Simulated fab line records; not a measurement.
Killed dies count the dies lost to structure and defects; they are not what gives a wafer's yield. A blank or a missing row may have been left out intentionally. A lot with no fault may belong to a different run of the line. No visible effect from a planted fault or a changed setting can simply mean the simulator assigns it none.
fab line records	flow sky130
record lots=5	wafers=15	lastDay=49
route steps=708 shown LDD_HVP@281 LDD_LDN@289 SPACER@304 POLY_CUT@307 SD_P@320 RES_XHIGH@341
lots that met no fault: from a run of the same line without faults
startH: hours from the record's first day to the start of the lot's first wafer shown	waitH: hours since the lot's step before	" same as the row above	L1.1+2: a single row standing in for several wafers	- value missing, or start not given	* or withheld: withheld	< > ~ a bound
route shown NAME@n: names a module that has steps shown in the file, with the first one's number in the route	usual: mean/standard deviation of fault-free wafers	same: alike in all rows	chamber/n: place in a boat	sites: readings site by site	_std_site: standard deviation across them	_edge_site: inner sites' mean taken away from outer sites' mean	radiusMm: for every site, how far away it sits from the centre of the wafer	mask NAME#n: copy n	behind: the most recent tool/chamber to have shaped the wafer	hold: cause of the lot's hold/its duration in hours/its outcome	device: transistor that didn't switch, given as n, p or np	end of line: at the end of the route, the tests of the same wafers	a step without rows: its recipe alone	killed: at the first sort, the dies lost to defects and structure; wafer yield is something else	map: dies across one wafer; x = killed, . = not, _ = none there
set.NAME: the setting that was run; set.NAME@STEP: the one run at that earlier step	model.NAME: the simulator's own value behind a step, which no gauge read
lots at some steps of the route; a table a step, a row a wafer
services: a tool's chamber out of use, with start hour (startH, from the record's first day; less than 0 if before it), hours out, and reason
## steps
# step SKY_LDD_HVP_SOFTBAKE_03
# recipe tempC=90	timeS=60	resist=NOVOLAK
# step SKY_LDD_HVP_EXPOSE_04
# recipe maskId=HVPTM	na=0.6	sourceShape=conventional	sigmaOuter=0.6	polarization=unpolarized	targetCdNm=700	doseMj=86
# step SKY_LDD_HVP_PEB_05
# recipe tempC=withheld	timeS=*	resist=NOVOLAK
# step SKY_LDD_HVP_DEVELOP_06
# recipe resist=NOVOLAK	developer=TMAH	developTimeS=60	devTempC=23
# step SKY_LDD_HVP_OVL_MEAS_07
# usual LDD_HVP_OVL=0.8/1.3
lot.wafer	tool	chamber	startH	waitH	LDD_HVP_OVL[nm]
L385.2	overlay-01	-	499.37	0.1	-0.2
L385.4	"	-	"	"	-0.6
L385.6	"	-	"	"	0.4
L387.1	overlay-01	-	519.41	0.1	-1.2
L387.3	"	-	"	"	1.2
L387.5	"	-	"	"	1.1
L397.1	overlay-02	-	599.92	0.1	0.7
L397.3	"	-	"	"	2.0
L397.4	"	-	"	"	1.5
L403.3	overlay-01	-	652.73	0.1	0.3
L403.5	"	-	"	"	0.0
L403.6	"	-	"	"	-0.8
L405.1	overlay-01	-	662.11	0.1	-0.9
L405.4	"	-	"	"	-1.6
L405.6	"	-	"	"	-1.9
# step SKY_LDD_HVP_IMPLANT_08
# recipe species=B	energyKev=20	doseCm2=1.7e+13	tiltDeg=17.9
# step SKY_LDD_HVP_STRIP_09
# recipe chemistry=O2/N2	powerW=1400	pressureMtorr=1500	platenTempC=withheld	o2FlowSccm=3000	n2FlowSccm=300	overashFraction=0.5
# usual drypumpMotorCurrentA=5.7/0.53	oesProductAu=0.409/0.0049	stripTimeToEndpointS=4.131/0.015
lot.wafer	tool	chamber	startH	waitH	drypumpMotorCurrentA	oesProductAu	rfHoursCounterH	stripTimeToEndpointS
L385.2	plasmaAsher-02	1	499.55	0.1	6.0	0.407	64	4.171
L385.4	"	1	"	"	6.0	0.408	-	4.139
L385.6	"	0	"	"	6.2	0.400	-	4.134
L387.1	plasmaAsher-01	0	519.60	0.1	5.0	0.411	9	4.125
L387.3	"	0	"	"	5.0	0.404	-	4.091
L387.5	"	0	"	"	5.0	0.410	-	4.113
L397.1	plasmaAsher-04	1	600.11	0.1	5.4	0.407	49	4.146
L397.3	"	0	"	"	5.5	0.405	-	4.145
L397.4	"	1	"	"	5.4	0.410	-	4.134
L403.3	plasmaAsher-02	1	652.93	0.1	6.0	0.414	-	4.113
L403.5	"	1	"	"	6.0	0.414	-	4.131
L403.6	"	0	"	"	6.2	0.404	-	4.126
L405.1	plasmaAsher-01	1	662.30	0.1	6.5	0.411	22	4.136
L405.4	"	1	"	"	6.4	0.414	-	4.148
L405.6	"	1	"	"	6.4	0.418	-	4.129
# step SKY_LDD_HVP_TW_MEAS_10
# usual LDD_HVP_TW=450/3.7
lot.wafer	tool	chamber	startH	waitH	LDD_HVP_TW
L385.2	filmMetro-04	-	499.66	0.1	451
L385.4	"	-	"	"	450
L385.6	"	-	"	"	451
L387.1	filmMetro-04	-	519.70	0.1	449
L387.3	"	-	"	"	448
L387.5	"	-	"	"	449
L397.1	filmMetro-01	-	600.21	0.1	454
L397.3	"	-	"	"	455
L397.4	"	-	"	"	456
L403.3	filmMetro-01	-	653.02	0.1	453
L403.5	"	-	"	"	457
L403.6	"	-	"	"	455
L405.1	filmMetro-03	-	662.40	0.1	445
L405.4	"	-	"	"	445
L405.6	"	-	"	"	446
# step SKY_LDD_LDN_DEHYDRATE_00
# recipe tempC=200	timeS=60
# step SKY_LDD_LDN_HMDS_01
# recipe primeTimeS=60	primeTempC=120
# step SKY_LDD_LDN_COAT_02
# recipe resist=NOVOLAK	spinRpm=3000	resistThkNm=1140
# step SKY_LDD_LDN_SOFTBAKE_03
# recipe tempC=90	timeS=61.69	resist=NOVOLAK
# step SKY_LDD_LDN_EXPOSE_04
# recipe maskId=LDNTM	na=0.6	sourceShape=conventional	sigmaOuter=0.6	polarization=unpolarized	targetCdNm=700	doseMj=140
lot.wafer	tool	chamber	startH	waitH	mask
L385.2+4+6	ilineStepper-02	0	514.18	-	LDNTM#0
L387.1+3+5	ilineStepper-01	0	535.27	-	LDNTM#0
L397.1+3+4	ilineStepper-02	0	613.55	-	URPM#0
L403.3+5+6	ilineStepper-01	0	667.53	-	LDNTM#0
L405.1+4+6	ilineStepper-02	0	676.12	-	LDNTM#0
# step SKY_LDD_LDN_PEB_05
# recipe tempC=withheld	timeS=*	resist=NOVOLAK
# step SKY_LDD_LDN_DEVELOP_06
# recipe resist=NOVOLAK	developer=TMAH	developTimeS=60	devTempC=23
# step SKY_LDD_LDN_OVL_MEAS_07
# usual LDD_LDN_OVL=-0.1/1.8
lot.wafer	tool	chamber	startH	waitH	LDD_LDN_OVL[nm]
L385.2	overlay-02	-	530.02	0.1	2.1
L385.4	"	-	"	"	1.1
L385.6	"	-	"	"	1.6
L387.1	overlay-02	-	549.37	0.1	2.1
L387.3	"	-	"	"	1.9
L387.5	"	-	"	"	1.5
L397.1	overlay-01	-	628.22	0.1	-
L397.3	"	-	"	"	-
L397.4	"	-	"	"	-
L403.3	overlay-02	-	680.98	0.1	-2.3
L403.5	"	-	"	"	-0.9
L403.6	"	-	"	"	1.1
L405.1	overlay-02	-	690.17	0.1	0.0
L405.4	"	-	"	"	-0.8
L405.6	"	-	"	"	-0.5
# step SKY_LDD_LDN_IMPLANT_08
# recipe species=As	energyKev=15	doseCm2=1.25e+13	tiltDeg=withheld	rotationDeg=23
# step SKY_LDD_LDN_IMPLANT_09
# recipe species=As	energyKev=15	doseCm2=1.25e+13	tiltDeg=withheld	rotationDeg=113
# step SKY_LDD_LDN_IMPLANT_10
# recipe species=As	energyKev=15	doseCm2=1.25e+13	tiltDeg=withheld	rotationDeg=203
# step SKY_LDD_LDN_IMPLANT_11
# recipe species=As	energyKev=15	doseCm2=1.25e+13	tiltDeg=withheld	rotationDeg=293
# step SKY_LDD_LDN_STRIP_12
# recipe chemistry=O2/N2	powerW=1400	pressureMtorr=1500	platenTempC=withheld	o2FlowSccm=3000	n2FlowSccm=300	overashFraction=0.5
# usual drypumpMotorCurrentA=5.9/0.42	oesProductAu=0.716/0.0044	stripTimeToEndpointS=14.17/0.037
lot.wafer	tool	chamber	startH	waitH	drypumpMotorCurrentA	oesProductAu	rfHoursCounterH	stripTimeToEndpointS
L385.2	plasmaAsher-03	0	530.65	0.1	6.6	0.718	84	14.10
L385.4	"	0	"	"	6.6	0.716	-	14.11
L385.6	"	0	"	"	6.6	0.719	-	14.13
L387.1	plasmaAsher-04	1	550.00	0.1	5.4	0.715	43	14.17
L387.3	"	0	"	"	5.5	0.714	-	14.15
L387.5	"	0	"	"	5.5	0.717	-	14.19
L397.1	plasmaAsher-04	1	628.86	0.1	5.4	0.717	51	14.13
L397.3	"	1	"	"	5.4	0.724	-	14.13
L397.4	"	0	"	"	5.5	0.712	-	14.15
L403.3	plasmaAsher-04	0	681.63	0.1	5.5	0.717	-	14.23
L403.5	"	1	"	"	5.4	0.721	-	14.20
L403.6	"	0	"	"	5.5	0.720	-	14.22
L405.1	plasmaAsher-04	0	690.80	0.1	5.5	0.715	57	14.14
L405.4	"	1	"	"	5.4	0.714	-	14.10
L405.6	"	0	"	"	5.5	0.712	-	14.10
# step SKY_LDD_LDN_TW_MEAS_13
# usual LDD_LDN_TW=1466/12
lot.wafer	tool	chamber	startH	waitH	LDD_LDN_TW
L385.2	filmMetro-03	-	530.76	0.1	1463
L385.4	"	-	"	"	1467
L385.6	"	-	"	"	1453
L387.1	filmMetro-02	-	550.10	0.1	1475
L387.3	"	-	"	"	1483
L387.5	"	-	"	"	1483
L397.1	filmMetro-02	-	628.96	0.1	30
L397.3	"	-	"	"	30
L397.4	"	-	"	"	30
L403.3	filmMetro-03	-	681.72	0.1	1459
L403.5	"	-	"	"	1457
L403.6	"	-	"	"	1462
L405.1	filmMetro-03	-	690.90	0.1	1448
L405.4	"	-	"	"	1463
L405.6	"	-	"	"	1454
# step SKY_LDD_LDN_CLEAN_14
# recipe chemistry=SC1/SC2	mix=1:4:20	tempC=70	timeS=150	dry=n2Spin
# step SKY_SPACER_CVD_00
# recipe material=Si3N4	precursor=DCS/NH3	targetThkNm=43.1	tempC=770	timeS=740	pressureMtorr=250
# step SKY_SPACER_THK_MEAS_01
# recipe reads=Si3N4_of_SPACER_CVD_00
# usual SPACER_CVD_00_THK=43.1/0.5
lot.wafer	tool	chamber	startH	waitH	SPACER_CVD_00_THK[nm]
L385.2	filmMetro-02	-	532.20	0.0	42.9
L385.4	"	-	"	"	42.9
L385.6	"	-	"	"	42.9
L387.1	filmMetro-03	-	552.63	0.0	42.7
L387.3	"	-	"	"	43.1
L387.5	"	-	"	"	42.5
L397.1	filmMetro-02	-	631.19	0.0	43.6
L397.3	"	-	"	"	43.5
L397.4	"	-	"	"	43.7
L403.3	filmMetro-02	-	683.79	0.0	42.3
L403.5	"	-	"	"	42.6
L403.6	"	-	"	"	42.6
L405.1	filmMetro-02	-	692.22	0.0	42.7
L405.4	"	-	"	"	43.0
L405.6	"	-	"	"	42.7
# step SKY_SPACER_ETCHBACK_02
# recipe chemistry=CH3F/O2	target=Si3N4	stopOn=SiO2	sourceW=400	biasW=80	pressureMtorr=25	ch3fFlowSccm=40	O2_flow_sccm=30	timeS=46.7	targetDepthA=450
# usual drypumpMotorCurrentA=5.6/0.43	oesProductAu=0.855/0.0066	throttleValvePct=10.563/0.0091
lot.wafer	tool	chamber	startH	waitH	drypumpMotorCurrentA	oesProductAu	rfHoursCounterH	throttleValvePct
L385.2	rieDiel-03	2	532.25	0.0	5.2	0.854	15	10.564
L385.4	"	1	"	"	5.8	0.847	6	10.570
L385.6	"	1	"	"	5.8	0.845	-	10.569
L387.1	rieDiel-03	0	552.69	0.1	6.0	0.849	2	10.585
L387.3	"	2	"	"	5.2	0.858	16	10.582
L387.5	"	2	"	"	5.2	0.851	-	10.569
L397.1	rieDiel-03	2	631.25	0.1	5.2	0.866	17	10.568
L397.3	"	0	"	"	6.0	0.856	3	10.557
L397.4	"	1	"	"	5.8	0.859	8	10.557
L403.3	rieDiel-01	3	683.83	0.0	5.7	0.851	15	10.572
L403.5	"	1	"	"	5.5	0.849	-	10.563
L403.6	"	0	"	"	5.4	0.850	-	10.561
L405.1	rieDiel-02	1	692.28	0.1	5.8	0.850	14	10.554
L405.4	"	2	"	"	6.4	0.850	1	10.572
L405.6	"	1	"	"	5.8	0.848	-	10.565
# step SKY_POLY_CUT_DEHYDRATE_00
# recipe tempC=200	timeS=60
# step SKY_POLY_CUT_HMDS_01
# recipe primeTimeS=60	primeTempC=120
# step SKY_POLY_CUT_COAT_02
# recipe resist=BARC	tempC=withheld	timeS=withheld	spinRpm=3000	resistThkNm=60
# step SKY_POLY_CUT_COAT_03
# recipe resist=KrF-thick	spinRpm=3000	resistThkNm=450
# step SKY_POLY_CUT_SOFTBAKE_04
# recipe tempC=100	timeS=90	resist=KrF-thick
# step SKY_POLY_CUT_EXPOSE_05
# recipe maskId=NPCM	na=0.8	sourceShape=annular	sigmaInner=0.55	sigmaOuter=0.85	targetCdNm=270	doseMj=32
# step SKY_POLY_CUT_PEB_06
# recipe pebTempC=withheld	pebTimeS=withheld	resist=KrF-thick
# step SKY_POLY_CUT_DEVELOP_07
# recipe developTimeS=60	resist=KrF-thick	devTempC=21
# step SKY_POLY_CUT_CD_MEAS_08
# recipe targetCdNm=270
# usual cdNm=270.1/1.3
lot.wafer	tool	chamber	startH	waitH	cdNm
L385.2	cdSem-01	-	562.54	-	270.9
L385.4	"	-	"	"	269.5
L385.6	"	-	"	"	269.2
L387.1	cdSem-02	-	582.42	-	269.3
L387.3	"	-	"	"	269.8
L387.5	"	-	"	"	270.6
L397.1	cdSem-02	-	659.52	-	271.1
L397.3	"	-	"	"	270.7
L397.4	"	-	"	"	272.2
L403.3	cdSem-01	-	711.36	-	268.7
L403.5	"	-	"	"	268.4
L403.6	"	-	"	"	267.0
L405.1	cdSem-01	-	720.02	-	267.3
L405.4	"	-	"	"	268.9
L405.6	"	-	"	"	269.4
# step SKY_POLY_CUT_OVL_MEAS_09
# usual POLY_CUT_OVL=0/6.6
lot.wafer	tool	chamber	startH	waitH	POLY_CUT_OVL[nm]
L385.2	overlay-01	-	562.65	0.1	0
L385.4	"	-	"	"	-1
L385.6	"	-	"	"	2
L387.1	overlay-01	-	582.54	0.1	-8
L387.3	"	-	"	"	-4
L387.5	"	-	"	"	-1
L397.1	overlay-01	-	659.64	0.1	4
L397.3	"	-	"	"	1
L397.4	"	-	"	"	7
L403.3	overlay-01	-	711.45	0.1	5
L403.5	"	-	"	"	0
L403.6	"	-	"	"	2
L405.1	overlay-02	-	720.14	0.1	-2
L405.4	"	-	"	"	2
L405.6	"	-	"	"	-9
# step SKY_POLY_CUT_ETCH_10
# recipe chemistry=N2/H2	target=BARC	ionEnergyEv=200	sourceW=500	biasW=100	pressureMtorr=30	n2FlowSccm=100	h2FlowSccm=200	stopOn=SiO2	timeS=46.85	targetDepthA=600
# usual drypumpMotorCurrentA=5.7/0.42	h2FlowSccm=200.0/0.54	oesProductAu=0.848/0.0047	throttleValvePct=13.225/0.0084
lot.wafer	tool	chamber	startH	waitH	drypumpMotorCurrentA	h2FlowSccm	oesProductAu	rfHoursCounterH	throttleValvePct
L385.2	rieDiel-01	1	562.68	0.0	5.5	200.1	0.853	8	13.210
L385.4	"	3	"	"	5.7	199.7	0.844	12	13.219
L385.6	"	1	"	"	5.5	199.5	0.850	-	13.239
L387.1	rieDiel-04	0	582.58	0.0	5.8	200.4	0.847	6	13.226
L387.3	"	2	"	"	5.7	199.5	0.846	10	13.229
L387.5	"	1	"	"	6.1	199.5	0.847	-	13.238
L397.1	rieDiel-01	2	659.68	0.0	4.9	200.5	0.851	18	13.210
L397.3	"	1	"	"	5.5	200.5	0.849	10	13.219
L397.4	"	3	"	"	5.7	199.6	0.847	14	13.215
L403.3	rieDiel-01	2	711.48	0.0	4.9	200.1	0.841	19	13.222
L403.5	"	2	"	"	4.9	200.3	0.843	-	13.241
L403.6	"	1	"	"	5.5	200.7	0.845	-	13.227
L405.1	rieDiel-04	3	720.18	0.0	5.2	199.8	0.849	14	13.229
L405.4	"	0	"	"	5.8	200.1	0.847	10	13.226
L405.6	"	1	"	"	6.1	200.3	0.858	-	13.238
# step SKY_POLY_CUT_ETCH_11
# recipe target=Si3N4	chemistry=CF4/CH2F2/Ar	stopOn=poly-Si	sourceW=600	biasW=150	pressureMtorr=40	cf4FlowSccm=40	ch2f2FlowSccm=20	Ar_flow_sccm=150	timeS=42.5	targetDepthA=600
# usual drypumpMotorCurrentA=5.7/0.42	oesProductAu=0.827/0.0066	throttleValvePct=14.994/0.0083
lot.wafer	tool	chamber	startH	waitH	drypumpMotorCurrentA	oesProductAu	rfHoursCounterH	throttleValvePct
L385.2	rieDiel-01	1	562.72	0.0	5.5	0.841	8	14.991
L385.4	"	3	"	"	5.7	0.832	12	15.006
L385.6	"	1	"	"	5.5	0.844	-	14.987
L387.1	rieDiel-04	0	582.62	0.0	5.8	0.832	6	15.000
L387.3	"	2	"	"	5.7	0.820	10	14.993
L387.5	"	1	"	"	6.1	0.825	-	15.000
L397.1	rieDiel-01	2	659.72	0.0	4.9	0.821	18	14.986
L397.3	"	1	"	"	5.5	0.830	10	15.007
L397.4	"	3	"	"	5.7	0.826	14	14.994
L403.3	rieDiel-01	2	711.52	0.0	4.9	0.825	19	14.981
L403.5	"	2	"	"	4.9	0.838	-	15.008
L403.6	"	1	"	"	5.5	0.833	-	15.009
L405.1	rieDiel-04	3	720.22	0.0	5.2	0.832	14	14.992
L405.4	"	0	"	"	5.8	0.834	10	14.983
L405.6	"	1	"	"	6.2	0.829	-	14.995
# step SKY_POLY_CUT_STRIP_12
# recipe chemistry=O2/N2	powerW=1400	pressureMtorr=1500	platenTempC=withheld	o2FlowSccm=3000	n2FlowSccm=300	overashFraction=0.5
# step SKY_SD_P_DEHYDRATE_00
# recipe tempC=200	timeS=60
# step SKY_SD_P_HMDS_01
# recipe primeTimeS=60	primeTempC=120
# step SKY_SD_P_COAT_02
# recipe resist=NOVOLAK	spinRpm=3000	resistThkNm=1140
# step SKY_RES_XHIGH_TW_MEAS_09
# usual RES_XHIGH_TW=1629/12
lot.wafer	tool	chamber	startH	waitH	RES_XHIGH_TW
L385.2	filmMetro-02	-	619.47	0.1	1623
L385.4	"	-	"	"	1629
L385.6	"	-	"	"	1631
L387.1	filmMetro-04	-	640.46	0.1	1609
L387.3	"	-	"	"	1620
L387.5	"	-	"	"	1621
L397.1	filmMetro-02	-	715.77	0.1	1930
L397.3	"	-	"	"	1925
L397.4	"	-	"	"	1919
L403.3	filmMetro-01	-	767.13	0.1	1633
L403.5	"	-	"	"	1637
L403.6	"	-	"	"	1627
L405.1	filmMetro-04	-	773.61	0.1	1602
L405.4	"	-	"	"	1594
L405.6	"	-	"	"	1603
## services
tool	chamber	startH	hours	kind
rieDiel-01	0	489.84	13.4	repair
rieDiel-02	3	495.21	3.3	repair
ilineStepper-02	-	530.69	1.7	pm
plasmaAsher-03	-	532.71	5.9	repair
rieDiel-03	0	536.76	8.6	repair
rieDiel-01	1	542.69	1.9	repair
ilineStepper-02	-	549.35	3.4	repair
rieDiel-02	0	549.60	5.7	repair
ilineStepper-01	-	573.88	5.5	repair
rieDiel-04	2	584.78	21.2	repair
rieDiel-04	0	589.18	3.6	repair
rieDiel-01	1	592.92	16.8	repair
plasmaAsher-01	-	594.41	9.1	repair
rieDiel-03	-	599.62	2.8	pm
ilineStepper-01	-	605.23	1.5	repair
rieDiel-03	1	637.90	8.8	repair
rieDiel-01	3	640.67	1.5	repair
ilineStepper-02	-	641.62	4.4	pm
plasmaAsher-04	-	643.00	0.3	repair
ilineStepper-01	-	646.07	1.7	pm
rieDiel-04	3	661.06	14.2	repair
rieDiel-01	3	687.47	1.8	repair
ilineStepper-02	-	703.15	3.4	repair
rieDiel-01	-	712.26	14.6	pm
## key
firstSign step=SKY_LDD_LDN_EXPOSE_04	reading=mask	direction=changed
effect step=SKY_LDD_LDN_OVL_MEAS_07	reading=LDD_LDN_OVL	direction=missing
effect step=SKY_LDD_LDN_TW_MEAS_13	reading=LDD_LDN_TW	direction=down	sigmas=99+	usual=1466	struck=30
effect step=SKY_RES_XHIGH_TW_MEAS_09	reading=RES_XHIGH_TW	direction=up	sigmas=26	usual=1629	struck=1925
metAt SKY_LDD_LDN_EXPOSE_04
struckWafers L397.1,L397.3,L397.4
sortLeftOut L397.1,L397.3,L397.4
testerLeftOut L397
onsetBetween 514.18 613.55
fault kind=wrongMask	tool=any	chamber=-	onsetH=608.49	steps=SKY_LDD_LDN_EXPOSE_04	auxCopy=URPM#0	scope=struckLotsOnly
# testerLeftOut: of these lots the tester's yield and bins aren't shown, on N5 and GAA mostly nor the transistor test; their killed dies are dies lost to structure and defects alone, not to doping, threshold or leakage, so they don't give the yield
# sortLeftOut: the simulated sort isn't trusted on such a fault, so these wafers' sort isn't shown, and their yield isn't known
